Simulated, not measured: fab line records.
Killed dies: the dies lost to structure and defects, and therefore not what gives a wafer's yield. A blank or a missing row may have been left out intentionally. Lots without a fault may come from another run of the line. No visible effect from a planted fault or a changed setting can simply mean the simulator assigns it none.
Which tool is to blame? | flow sfqLine | Sampling: 7 lots, 21 wafers, 3 of 325 route steps

== WHAT THE GAUGES READ, wafer by wafer ==
SFQ_M2_RS_MEAS_914: measurement is done with a four-point probe.
lot  | measured     | on           | M2_NB_RS (ohm/sq)
L911 | day 27 22:20 | filmMetro-03 | 0.877 0.878 0.877
L915 | day 28 03:07 | filmMetro-03 | 0.899 0.890 0.888
L921 | day 34 09:23 | filmMetro-03 | 0.440 0.442 0.438
L926 | day 36 04:44 | filmMetro-03 | 0.888 0.879 0.884
L929 | day 37 20:29 | filmMetro-02 | 0.866 0.880 0.876
L931 | day 39 06:14 | filmMetro-01 | 0.892 0.891 0.890
L933 | day 40 02:40 | filmMetro-02 | 0.897 0.879 0.890

== TOOL THAT RAN EACH LOT (tool first, then ch and the chambers of the sampled wafers, then the start) ==
lot  | SFQ_TRILAYER_L0_VIA_BARC_OPEN_VIA_ETCH_021 | SFQ_TRILAYER_M2_DEP_SPUTTER_055
L911 | rieDiel-04 ch 0,1,3, day 7 09:16           | pvdSputter-06, day 27 22:13
L915 | rieDiel-03 ch 0,2,3, day 8 22:05           | pvdSputter-04, day 28 03:01
L921 | rieDiel-04 ch 0,2,3, day 9 23:41           | pvdSputter-03, day 34 09:01
L926 | rieDiel-04 ch 1,2,3, day 12 07:13          | pvdSputter-06, day 36 04:37
L929 | rieDiel-04 ch 0,2,3, day 13 09:26          | pvdSputter-06, day 37 20:20
L931 | rieDiel-04 ch 0,2,3, day 14 09:09          | pvdSputter-04, day 39 06:09
L933 | rieDiel-01 ch 1,2,3, day 14 21:09          | pvdSputter-03, day 40 02:33
- SFQ_TRILAYER_L0_VIA_BARC_OPEN_VIA_ETCH_021: etches BARC in O2, target depth 125 nm, time 41.7 s.
- SFQ_TRILAYER_M2_DEP_SPUTTER_055: material Nb, target thk 200 nm, time 133.3 s.

== THE ANSWER, worked out from the rows above alone ==
Rule: the usual values come from the lots themselves. The widest of any qualifying gaps counts: lots, ordered by their means at a reading, are off when they make up no more than a third of the lots, leave a main group of 4 or more, and stand apart from it by 3 or more times the standard deviation of that group's means. The tables above print the reading to a certain number of digits; a main group whose means all agree to those digits is not used. Also off: a lot with no number at a reading for which 4 or more lots have one. The other lots that the step has rows for count as sound.
Off: L921, at SFQ_M2_RS_MEAS_914 (M2_NB_RS). The main group has a mean of 0.885 ohm/sq with a standard deviation of 0.0069.
A tool fits if, at a process step before that reading, it ran every lot that is off, and no sound lot after the first of them. Gauges at SFQ_M2_RS_MEAS_914: tried the same way as those tools. No candidate that was tried fits.

== WHAT THE SIMULATOR HAD PUT IN ==
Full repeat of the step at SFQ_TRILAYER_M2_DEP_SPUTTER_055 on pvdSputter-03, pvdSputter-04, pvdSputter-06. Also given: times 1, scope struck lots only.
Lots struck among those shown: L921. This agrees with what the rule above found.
